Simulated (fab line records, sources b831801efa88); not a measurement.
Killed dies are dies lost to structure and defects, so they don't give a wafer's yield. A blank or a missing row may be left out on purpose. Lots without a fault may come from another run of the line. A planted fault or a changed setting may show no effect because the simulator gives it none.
fab line records | flow sky130
record lots=24 wafers=72 last_day=50
route steps=708 shown VIA2@509 METAL3@567 METAL4@629 METAL5@675 PASSIVATION@682
lots that met no fault: from a run of the same line without faults
start_h: hours from the record's first day to the start of the lot's first wafer shown | wait_h: hours since the lot's step before | " the same as in the row above | L1.1+2: a row that stands for several wafers | - no value, or no start given | * or withheld: withheld | < > ~ a bound
route shown NAME@n: a module of which the file shows steps, and the number in the route of the first | usual: mean/standard deviation of fault-free wafers | same: alike in all rows | chamber/n: place in a boat | sites: the reading at each site | _std_site: their standard deviation | _edge_site: outer sites' mean less inner sites' | radius_mm: how far each site lies from the wafer's centre | mask NAME#n: copy n | behind: the tool/chamber that last shaped the wafer | hold: why the lot was held/for how many hours/how that ended | device: the transistor (n, p or np) that didn't switch | end of line: the same wafers' tests at the end of the route | a step without rows: its recipe alone | killed: dies lost to structure and defects at the first sort, not the wafer's yield | map: a wafer's dies, x killed, . not, _ none there
set.NAME: the setting as run; set.NAME@STEP: as run at that earlier step | model.NAME: the simulator's own value behind a step, which no gauge read
steps of the route over a sample of lots; a table a step, a row a wafer
services: from which hour (start_h, from the record's first day; less than 0 if before it) a tool's chamber was out of use, for how many hours, and why
## steps
# step SKY_VIA2_CMP_02
# recipe material=SiO2 down_force_psi=4 platen_rpm=60 pad_velocity_m_s=0.94248
# usual motor_current_A=12.2/0.83 retaining_ring_pressure_frac=1.000/0.0054
# columns lot.wafer tool chamber start_h wait_h motor_current_A retaining_ring_pressure_frac
L074.1 cmp-02 1 818.62 0.1 12.0 1.011
L074.2 " 3 " " 11.3 1.001
L074.6 " 0 " " 13.2 0.995
L075.2 cmp-02 0 822.81 0.0 12.8 1.000
L075.4 " 3 " " 11.4 1.008
L075.5 " 0 " " 12.6 0.996
L076.1 cmp-02 3 831.62 0.1 11.2 1.006
L076.6 " 1 " " 11.9 0.991
L076.5 " 2 " " 10.5 0.998
L077.2 cmp-01 1 839.02 0.2 12.9 1.002
L077.5 " 2 " " 13.0 0.999
L077.6 " 3 " " 13.7 1.004
L078.4 cmp-01 0 848.70 0.0 12.3 0.996
L078.3 " 1 " " 13.0 1.000
L078.6 " 1 " " 12.0 0.991
L079.4 cmp-01 1 860.13 0.1 12.4 0.988
L079.3 " 2 " " 12.9 0.993
L079.2 " 3 " " 12.8 0.995
L080.2 cmp-01 2 861.49 0.1 12.0 1.004
L080.5 " 1 " " 12.8 1.002
L080.6 " 2 " " 13.2 1.003
L081.2 cmp-01 3 874.68 0.1 12.3 0.999
L081.1 " 0 " " 12.1 0.993
L081.6 " 2 " " 12.3 0.997
L082.2 cmp-02 2 889.17 0.1 11.1 0.989
L082.4 " 0 " " 13.2 0.994
L082.6 " 2 " " 10.7 1.004
L083.2 cmp-01 2 892.64 0.0 12.6 1.002
L083.4 " 0 " " 11.7 1.006
L083.6 " 2 " " 13.2 0.992
L084.2 cmp-02 0 900.07 0.2 12.8 1.001
L084.4 " 1 " " 12.4 1.004
L084.6 " 2 " " 10.3 1.003
L085.1 cmp-02 1 902.92 0.1 11.6 0.992
L085.4 " 2 " " 10.8 0.997
L085.5 " 2 " " 9.8 1.004
L086.1 cmp-01 1 914.89 0.1 13.5 0.995
L086.4 " 3 " " 12.9 1.008
L086.2 " 0 " " 12.8 0.996
L087.4 cmp-02 1 921.67 0.1 11.9 1.000
L087.3 " 2 " " 11.0 1.008
L087.6 " 3 " " 11.6 1.005
L088.4 cmp-01 1 923.95 0.0 12.3 1.003
L088.1 " 2 " " 12.6 1.000
L088.6 " 1 " " 13.0 1.004
L089.1 cmp-01 3 936.89 0.1 13.2 0.999
L089.2 " 1 " " 12.8 1.016
L089.4 " 2 " " 12.2 1.009
L090.2 cmp-02 1 941.54 0.0 12.2 0.995
L090.6 " 1 " " 11.9 1.005
L090.5 " 2 " " 10.6 1.000
L091.4 cmp-01 2 948.82 0.1 12.4 1.001
L091.3 " 3 " " 12.8 1.002
L091.2 " 1 " " 11.9 1.001
L092.3 cmp-02 2 952.24 1.8 10.6 0.993
L092.1 " 3 " " 11.3 1.000
L092.4 " 0 " " 12.7 1.002
L094.2 cmp-01 3 970.14 0.1 12.6 1.000
L094.4 " 0 " " 11.8 0.988
L094.6 " 1 " " 12.0 0.994
L093.4 cmp-01 2 972.26 0.1 12.4 0.999
L093.5 " 0 " " 11.7 0.990
L093.6 " 1 " " 13.1 0.999
L095.4 cmp-01 1 973.39 0.1 13.3 1.003
L095.3 " 2 " " 12.3 0.999
L095.5 " 3 " " 12.3 1.008
L096.4 cmp-01 1 979.03 0.0 12.4 0.998
L096.6 " 1 " " 13.4 1.005
L096.5 " 2 " " 12.7 1.002
L097.4 cmp-01 0 984.10 0.1 12.0 1.002
L097.3 " 1 " " 12.0 0.996
L097.5 " 3 " " 13.4 0.992
# step SKY_METAL3_ETCH_17
# recipe target=SiO2 stop_on=TiN chemistry=C4F8/O2/Ar source_w=1500 bias_w=1200 pressure_mtorr=40 c4f8_flow_sccm=withheld O2_flow_sccm=6 Ar_flow_sccm=300 time_s=3.9 target_depth_a=150
# usual oes_product_au=0.752/0.0074
# columns lot.wafer tool chamber start_h wait_h oes_product_au
L074.1 rie_diel-04 0 898.91 0.2 0.747
L074.2 " 2 " " 0.750
L074.6 " 3 " " 0.749
L075.2 rie_diel-04 3 902.88 0.1 0.743
L075.4 " 0 " " 0.746
L075.5 " 2 " " 0.752
L076.1 rie_diel-01 0 911.83 0.2 0.741
L076.5 " 2 " " 0.742
L076.6 " 1 " " 0.741
L077.2 rie_diel-02 0 918.11 0.1 0.753
L077.5 " 2 " " 0.744
L077.6 " 1 " " 0.758
L078.3 rie_diel-01 2 927.71 0.1 0.754
L078.4 " 1 " " 0.744
L078.6 " 3 " " 0.756
L079.2 rie_diel-04 2 938.73 0.1 0.752
L079.3 " 3 " " 0.748
L079.4 " 0 " " 0.749
L080.2 rie_diel-01 2 941.05 0.1 0.750
L080.5 " 2 " " 0.755
L080.6 " 3 " " 0.760
L081.1 rie_diel-01 1 952.20 0.1 0.753
L081.2 " 0 " " 0.749
L081.6 " 1 " " 0.768
L082.2 rie_diel-01 3 966.23 0.1 0.747
L082.4 " 0 " " 0.755
L082.6 " 1 " " 0.754
L083.2 rie_diel-02 2 970.46 0.1 0.748
L083.4 " 0 " " 0.763
L083.6 " 0 " " 0.749
L084.2 rie_diel-04 2 975.76 0.1 0.754
L084.4 " 0 " " 0.753
L084.6 " 1 " " 0.758
L085.1 rie_diel-04 1 978.08 0.1 0.749
L085.4 " 0 " " 0.757
L085.5 " 0 " " 0.755
L086.1 rie_diel-02 2 989.58 0.1 0.759
L086.2 " 0 " " 0.761
L086.4 " 1 " " 0.762
L087.3 rie_diel-01 2 996.58 0.0 0.757
L087.4 " 0 " " 0.757
L087.6 " 2 " " 0.752
L088.1 rie_diel-04 0 999.95 0.1 0.765
L088.4 " 3 " " 0.776
L088.6 " 1 " " 0.756
L089.1 rie_diel-04 2 1011.40 0.1 0.734
L089.2 " 0 " " 0.745
L089.4 " 1 " " 0.758
L090.2 rie_diel-04 2 1014.20 0.1 0.748
L090.5 " 1 " " 0.760
L090.6 " 2 " " 0.742
L091.2 rie_diel-01 1 1021.93 0.1 0.753
L091.3 " 0 " " 0.754
L091.4 " 0 " " 0.743
L092.1 rie_diel-04 0 1024.33 0.1 0.750
L092.3 " 2 " " 0.738
L092.4 " 3 " " 0.767
L094.2 rie_diel-04 1 1042.58 0.1 0.751
L094.4 " 0 " " 0.759
L094.6 " 1 " " 0.753
L093.4 rie_diel-01 2 1043.95 0.1 0.751
L093.5 " 1 " " 0.753
L093.6 " 3 " " 0.746
L095.3 rie_diel-04 3 1044.73 0.0 0.752
L095.4 " 2 " " 0.763
L095.5 " 2 " " 0.760
L096.4 rie_diel-04 1 1050.45 0.1 0.764
L096.5 " 2 " " 0.757
L096.6 " 0 " " 0.758
L097.3 rie_diel-04 1 1055.28 0.0 0.742
L097.4 " 0 " " 0.753
L097.5 " 1 " " 0.748
# step SKY_METAL4_CD_MEAS_13
# recipe target_cd_nm=300
# usual cd_nm=299.9/1.4
# columns lot.wafer tool chamber start_h wait_h cd_nm
L074.1 cd_sem-02 - 975.87 - 298.5
L074.2 " - " " 299.6
L074.6 " - " " 298.9
L075.2 cd_sem-02 - 979.06 - 302.1
L075.4 " - " " 301.3
L075.5 " - " " 301.6
L076.1 cd_sem-02 - 987.34 - 300.0
L076.5 " - " " 300.1
L076.6 " - " " 302.1
L077.2 cd_sem-01 - 994.56 - 300.4
L077.5 " - " " 299.2
L077.6 " - " " 297.9
L078.3 cd_sem-02 - 1002.53 - 300.6
L078.4 " - " " 299.6
L078.6 " - " " 300.4
L079.2 cd_sem-02 - 1012.71 - 300.5
L079.3 " - " " 299.8
L079.4 " - " " 300.9
L080.2 cd_sem-01 - 1016.84 - 298.0
L080.5 " - " " 299.5
L080.6 " - " " 298.9
L081.1 cd_sem-01 - 1027.54 - 299.2
L081.2 " - " " 299.8
L081.6 " - " " 298.1
L082.2 cd_sem-01 - 1038.16 - 298.6
L082.4 " - " " 298.2
L082.6 " - " " 299.1
L083.2 cd_sem-01 - 1043.70 - 299.2
L083.4 " - " " 300.8
L083.6 " - " " 298.5
L084.2 cd_sem-02 - 1046.86 - 301.9
L084.4 " - " " 301.1
L084.6 " - " " 300.2
L085.1 cd_sem-02 - 1049.58 - 301.9
L085.4 " - " " 300.8
L085.5 " - " " 301.4
L086.1 cd_sem-02 - 1060.89 - 300.6
L086.2 " - " " 300.0
L086.4 " - " " 301.5
L087.3 cd_sem-02 - 1067.86 - 300.2
L087.4 " - " " 302.5
L087.6 " - " " 300.8
L088.1 cd_sem-01 - 1070.64 - 300.4
L088.4 " - " " 299.9
L088.6 " - " " 300.3
L089.1 cd_sem-01 - 1078.74 - 298.3
L089.2 " - " " 296.8
L089.4 " - " " 297.3
L090.2 cd_sem-02 - 1083.71 - 300.3
L090.5 " - " " 299.7
L090.6 " - " " 299.1
L091.2 cd_sem-02 - 1090.46 - 300.4
L091.3 " - " " 299.9
L091.4 " - " " 299.5
L092.1 cd_sem-02 - 1092.79 - 295.6
L092.3 " - " " 297.1
L092.4 " - " " 297.0
L094.2 cd_sem-01 - 1109.21 - 300.4
L094.4 " - " " 301.4
L094.6 " - " " 301.3
L093.4 cd_sem-02 - 1109.84 - 298.8
L093.5 " - " " 298.5
L093.6 " - " " 299.3
L095.3 cd_sem-01 - 1111.28 - 301.3
L095.4 " - " " 298.6
L095.5 " - " " 300.3
L096.4 cd_sem-01 - 1116.55 - 299.4
L096.5 " - " " 300.4
L096.6 " - " " 300.9
L097.3 cd_sem-02 - 1120.48 - 301.1
L097.4 " - " " 302.3
L097.5 " - " " 299.9
# step SKY_METAL4_STRIP_19
# recipe chemistry=O2/N2 power_w=1400 pressure_mtorr=1500 platen_temp_c=withheld o2_flow_sccm=3000 n2_flow_sccm=300 overash_fraction=0.5
# usual drypump_motor_current_A=5.8/0.37 n2_flow_sccm=300.2/0.83 oes_product_au=0.503/0.0068 strip_time_to_endpoint_s=6.55/0.11
# columns lot.wafer tool chamber start_h wait_h drypump_motor_current_A n2_flow_sccm oes_product_au rf_hours_counter_h strip_time_to_endpoint_s
L074.1 plasma_asher-02 1 976.53 0.3 6.2 300.4 0.501 86 6.39
L074.2 " 0 " " 5.5 299.1 0.493 86 6.43
L074.6 " 1 " " 6.1 301.3 0.503 - 6.41
L075.2 plasma_asher-04 0 979.52 0.1 6.2 300.1 0.508 25 6.46
L075.4 " 0 " " 6.2 300.6 0.500 - 6.49
L075.5 " 1 " " 5.9 299.0 0.501 - 6.45
L076.1 plasma_asher-04 1 987.82 0.1 5.9 301.0 0.506 25 6.65
L076.5 " 1 " " 5.9 301.6 0.500 - 6.55
L076.6 " 0 " " 6.3 301.0 0.506 - 6.61
L077.2 plasma_asher-01 0 995.03 0.1 5.8 300.5 0.505 117 6.55
L077.5 " 1 " " 5.2 301.1 0.491 - 6.52
L077.6 " 0 " " 5.8 300.3 0.513 - 6.62
L078.3 plasma_asher-02 0 1003.01 0.1 5.5 301.1 0.495 - 6.40
L078.4 " 1 " " 6.1 300.6 0.505 - 6.49
L078.6 " 1 " " 6.2 299.9 0.498 - 6.48
L079.2 plasma_asher-01 0 1013.17 0.1 5.8 300.7 0.504 119 6.52
L079.3 " 0 " " 5.8 299.9 0.504 - 6.54
L079.4 " 1 " " 5.1 300.3 0.509 - 6.65
L080.2 plasma_asher-04 0 1017.31 0.1 6.2 300.6 0.503 28 6.64
L080.5 " 1 " " 5.9 299.6 0.517 - 6.69
L080.6 " 0 " " 6.2 300.4 0.501 - 6.50
L081.1 plasma_asher-01 0 1028.03 0.1 5.8 301.6 0.505 120 6.58
L081.2 " 1 " " 5.2 300.4 0.503 120 6.58
L081.6 " 1 " " 5.2 300.6 0.512 - 6.59
L082.2 plasma_asher-01 1 1038.62 0.1 5.1 299.7 0.490 121 6.35
L082.4 " 0 " " 5.8 300.0 0.508 - 6.57
L082.6 " 1 " " 5.2 299.8 0.495 - 6.40
L083.2 plasma_asher-04 0 1044.16 0.1 6.2 299.2 0.494 31 6.45
L083.4 " 0 " " 6.2 299.3 0.493 - 6.34
L083.6 " 1 " " 5.9 300.4 0.492 - 6.32
L084.2 plasma_asher-04 0 1047.32 0.1 6.3 300.1 0.512 31 6.67
L084.4 " 1 " " 5.9 300.8 0.511 - 6.59
L084.6 " 1 " " 5.9 299.6 0.512 - 6.72
L085.1 plasma_asher-01 0 1050.06 0.1 5.8 300.4 0.502 122 6.60
L085.4 " 1 " " 5.1 298.8 0.507 - 6.73
L085.5 " 1 " " 5.2 299.5 0.503 - 6.69
L086.1 plasma_asher-04 0 1061.42 0.1 6.2 299.8 0.502 33 6.62
L086.2 " 1 " " 5.9 301.0 0.505 33 6.58
L086.4 " 1 " " 5.9 303.2 0.501 - 6.58
L087.3 plasma_asher-02 1 1068.34 0.1 6.2 298.6 0.501 - 6.41
L087.4 " 0 " " 5.5 298.7 0.505 - 6.52
L087.6 " 0 " " 5.5 300.1 0.487 - 6.45
L088.1 plasma_asher-04 1 1071.12 0.1 5.9 300.1 0.500 34 6.39
L088.4 " 1 " " 5.9 298.7 0.492 - 6.36
L088.6 " 0 " " 6.3 300.2 0.498 - 6.35
L089.1 plasma_asher-01 1 1079.23 0.1 5.2 300.0 0.508 1 6.68
L089.2 " 0 " " 5.8 299.0 0.506 1 6.69
L089.4 " 0 " " 5.8 300.0 0.502 - 6.61
L090.2 plasma_asher-02 1 1084.18 0.1 6.1 299.8 0.500 97 6.41
L090.5 " 1 " " 6.1 301.1 0.495 - 6.36
L090.6 " 0 " " 5.5 302.1 0.490 - 6.47
L091.2 plasma_asher-02 1 1090.93 0.1 6.1 300.7 0.508 98 6.67
L091.3 " 0 " " 5.5 299.6 0.498 - 6.54
L091.4 " 1 " " 6.2 301.3 0.516 - 6.60
L092.1 plasma_asher-04 0 1093.28 0.1 6.2 299.5 0.512 36 6.65
L092.3 " 0 " " 6.3 299.3 0.512 - 6.62
L092.4 " 1 " " 5.9 298.9 0.509 - 6.62
L094.2 plasma_asher-01 0 1109.68 0.1 5.8 301.2 0.505 4 6.80
L094.4 " 1 " " 5.2 299.5 0.509 - 6.70
L094.6 " 1 " " 5.2 300.6 0.508 - 6.68
L093.4 plasma_asher-02 1 1110.29 0.1 6.2 300.8 0.504 - 6.52
L093.5 " 1 " " 6.2 299.3 0.512 - 6.70
L093.6 " 0 " " 5.5 300.7 0.498 - 6.53
L095.3 plasma_asher-02 1 1111.76 0.1 6.2 299.2 0.502 - 6.59
L095.4 " 0 " " 5.5 300.8 0.496 - 6.48
L095.5 " 1 " " 6.1 300.0 0.501 - 6.59
L096.4 plasma_asher-02 1 1117.01 0.1 6.2 301.3 0.513 - 6.67
L096.5 " 0 " " 5.5 299.4 0.510 - 6.55
L096.6 " 1 " " 6.2 300.9 0.510 - 6.70
L097.3 plasma_asher-02 0 1120.96 0.1 5.5 300.2 0.509 - 6.54
L097.4 " 1 " " 6.1 300.8 0.494 - 6.49
L097.5 " 0 " " 5.5 300.5 0.513 - 6.55
# step SKY_METAL5_DESCUM_14
# recipe chemistry=O2 source_power_w=150 bias_power_w=0 pressure_mtorr=10 temp_c=40 time_s=11
# usual drypump_motor_current_A=5.6/0.37 oes_product_au=1.009/0.012
# columns lot.wafer tool chamber start_h wait_h drypump_motor_current_A oes_product_au rf_hours_counter_h
L074.1 rie_metal-03 0 1024.94 0.1 5.4 1.000 3
L074.2 " 1 " " 5.9 1.012 6
L074.6 " 1 " " 5.9 1.018 -
L075.2 rie_metal-03 0 1028.27 0.1 5.4 1.011 3
L075.4 " 1 " " 5.9 1.016 -
L075.5 " 1 " " 5.9 1.019 -
L076.1 rie_metal-01 1 1035.89 0.1 5.6 1.013 10
L076.5 " 1 " " 5.6 1.011 -
L076.6 " 0 " " 5.1 0.992 -
L077.2 rie_metal-03 0 1042.94 0.1 5.4 1.018 4
L077.5 " 0 " " 5.4 1.011 -
L077.6 " 1 " " 5.9 1.023 -
L078.3 rie_metal-03 1 1049.77 0.1 5.8 1.022 -
L078.4 " 0 " " 5.4 1.009 -
L078.6 " 1 " " 5.8 1.020 -
L079.2 rie_metal-04 0 1060.43 0.1 6.3 0.993 2
L079.3 " 0 " " 6.3 0.999 -
L079.4 " 1 " " 5.1 0.991 -
L080.2 rie_metal-03 1 1063.61 0.1 5.9 1.015 9
L080.5 " 0 " " 5.4 1.008 -
L080.6 " 1 " " 5.9 1.020 -
L081.1 rie_metal-03 0 1074.24 0.1 5.4 1.011 7
L081.2 " 1 " " 5.9 1.016 10
L081.6 " 1 " " 5.9 1.019 -
L082.2 rie_metal-04 1 1084.76 0.1 5.1 0.995 22
L082.4 " 0 " " 6.3 0.985 -
L082.6 " 1 " " 5.1 0.980 -
L083.2 rie_metal-03 1 1088.14 0.1 5.9 1.018 11
L083.4 " 0 " " 5.4 1.004 -
L083.6 " 0 " " 5.4 1.012 -
L084.2 rie_metal-03 1 1092.66 0.1 5.9 1.018 12
L084.4 " 1 " " 5.9 1.024 -
L084.6 " 1 " " 5.9 1.012 -
L085.1 rie_metal-03 0 1093.79 0.1 5.4 0.998 9
L085.4 " 0 " " 5.4 1.015 -
L085.5 " 0 " " 5.4 1.007 -
L086.1 rie_metal-04 1 1106.68 0.1 5.1 0.988 24
L086.2 " 0 " " 6.3 0.983 5
L086.4 " 1 " " 5.1 0.991 -
L087.3 rie_metal-01 1 1110.65 0.1 5.6 1.000 -
L087.4 " 0 " " 5.1 1.004 -
L087.6 " 0 " " 5.1 0.996 -
L088.1 rie_metal-04 1 1114.71 0.1 5.1 0.988 25
L088.4 " 0 " " 6.3 1.007 -
L088.6 " 0 " " 6.3 0.996 -
L089.1 rie_metal-03 1 1121.53 0.1 5.9 1.023 14
L089.2 " 0 " " 5.4 1.004 11
L089.4 " 1 " " 5.9 1.011 -
L090.2 rie_metal-03 0 1126.93 0.1 5.4 1.013 12
L090.5 " 0 " " 5.4 1.020 -
L090.6 " 1 " " 5.9 1.018 -
L091.2 rie_metal-03 1 1132.39 0.1 5.9 1.025 15
L091.3 " 1 " " 5.9 1.014 -
L091.4 " 0 " " 5.4 1.017 -
L092.1 rie_metal-03 1 1134.61 0.1 5.9 1.015 16
L092.3 " 1 " " 5.9 1.018 -
L092.4 " 0 " " 5.4 1.008 -
L094.2 rie_metal-01 1 1150.43 0.1 5.6 1.020 19
L094.4 " 0 " " 5.1 1.020 -
L094.6 " 1 " " 5.6 1.006 -
L093.4 rie_metal-04 1 1151.39 0.1 5.1 0.991 -
L093.5 " 1 " " 5.1 0.986 -
L093.6 " 0 " " 6.3 0.994 -
L095.3 rie_metal-03 1 1151.69 0.1 5.9 1.025 -
L095.4 " 0 " " 5.4 0.998 -
L095.5 " 1 " " 5.9 1.019 -
L096.4 rie_metal-03 1 1156.93 0.1 5.9 1.021 -
L096.5 " 0 " " 5.4 1.011 -
L096.6 " 1 " " 5.9 1.025 -
L097.3 rie_metal-03 1 1160.05 0.1 5.9 1.014 -
L097.4 " 0 " " 5.4 1.005 -
L097.5 " 0 " " 5.4 1.004 -
# step SKY_PASSIVATION_THK_MEAS_01
# recipe reads=SiO2_of_PASSIVATION_CVD_00
# usual PASSIVATION_CVD_00_THK=90.0/1.4
# columns lot.wafer tool chamber start_h wait_h PASSIVATION_CVD_00_THK[nm]
L074.1 film_metro-03 - 1025.82 - 90.4
L074.2 " - " " 91.3
L074.6 " - " " 91.7
L075.2 film_metro-02 - 1029.17 - 88.2
L075.4 " - " " 90.0
L075.5 " - " " 90.1
L076.1 film_metro-02 - 1036.77 - 89.4
L076.5 " - " " 89.8
L076.6 " - " " 91.5
L077.2 film_metro-01 - 1043.84 - 89.6
L077.5 " - " " 89.9
L077.6 " - " " 91.2
L078.3 film_metro-03 - 1050.70 - 90.5
L078.4 " - " " 91.2
L078.6 " - " " 92.8
L079.2 film_metro-01 - 1061.35 - 88.3
L079.3 " - " " 90.9
L079.4 " - " " 89.2
L080.2 film_metro-01 - 1064.60 - 88.8
L080.5 " - " " 89.4
L080.6 " - " " 89.8
L081.1 film_metro-01 - 1075.12 - 89.8
L081.2 " - " " 89.3
L081.6 " - " " 90.8
L082.2 film_metro-02 - 1085.66 - 88.2
L082.4 " - " " 89.7
L082.6 " - " " 90.3
L083.2 film_metro-02 - 1089.04 - 90.6
L083.4 " - " " 91.0
L083.6 " - " " 92.6
L084.2 film_metro-03 - 1093.56 - 89.3
L084.4 " - " " 90.0
L084.6 " - " " 91.2
L085.1 film_metro-03 - 1094.68 - 90.0
L085.4 " - " " 91.7
L085.5 " - " " 90.6
L086.1 film_metro-02 - 1107.56 - 88.6
L086.2 " - " " 89.6
L086.4 " - " " 89.7
L087.3 film_metro-01 - 1111.58 - 91.1
L087.4 " - " " 90.6
L087.6 " - " " 89.9
L088.1 film_metro-01 - 1115.62 - 88.2
L088.4 " - " " 91.8
L088.6 " - " " 89.6
L089.1 film_metro-03 - 1122.41 - 87.1
L089.2 " - " " 87.1
L089.4 " - " " 90.7
L090.2 film_metro-02 - 1127.85 - 87.8
L090.5 " - " " 89.1
L090.6 " - " " 91.2
L091.2 film_metro-02 - 1133.29 - 87.5
L091.3 " - " " 86.2
L091.4 " - " " 89.8
L092.1 film_metro-02 - 1135.91 - 90.4
L092.3 " - " " 90.2
L092.4 " - " " 90.8
L094.2 film_metro-02 - 1151.37 - 90.5
L094.4 " - " " 91.9
L094.6 " - " " 91.2
L093.4 film_metro-03 - 1152.32 - 90.7
L093.5 " - " " 90.4
L093.6 " - " " 89.5
L095.3 film_metro-03 - 1152.65 - 88.9
L095.4 " - " " 90.2
L095.5 " - " " 91.1
L096.4 film_metro-02 - 1157.86 - 90.4
L096.5 " - " " 91.9
L096.6 " - " " 91.0
L097.3 film_metro-01 - 1160.98 - 88.2
L097.4 " - " " 89.8
L097.5 " - " " 91.3
## services
# columns tool chamber start_h hours kind
rie_diel-04 0 797.21 8.0 repair
rie_diel-04 - 801.62 14.6 pm
rie_diel-04 3 830.35 4.9 repair
cmp-01 - 834.45 0.3 repair
plasma_asher-02 - 837.41 15.6 pm
cmp-01 - 844.01 0.3 repair
cmp-02 - 853.19 1.0 repair
cmp-02 - 864.23 18.3 repair
cmp-02 - 865.24 13.8 repair
rie_metal-03 1 881.61 10.6 repair
cmp-01 - 882.46 1.7 repair
cmp-01 - 883.39 2.1 repair
cmp-02 - 889.91 6.4 repair
cmp-01 - 896.32 4.9 pm
rie_diel-04 - 899.83 0.1 repair
rie_diel-04 2 980.51 1.4 repair
rie_metal-03 - 1029.06 2.8 pm
rie_diel-04 3 1045.28 8.9 repair
cmp-01 - 1064.36 2.2 repair
cmp-01 - 1078.68 1.3 repair
cmp-01 - 1084.09 4.0 pm
rie_diel-04 - 1098.35 0.4 repair
rie_diel-04 2 1113.27 2.2 repair
cmp-01 - 1149.98 2.6 repair
## key
fault none
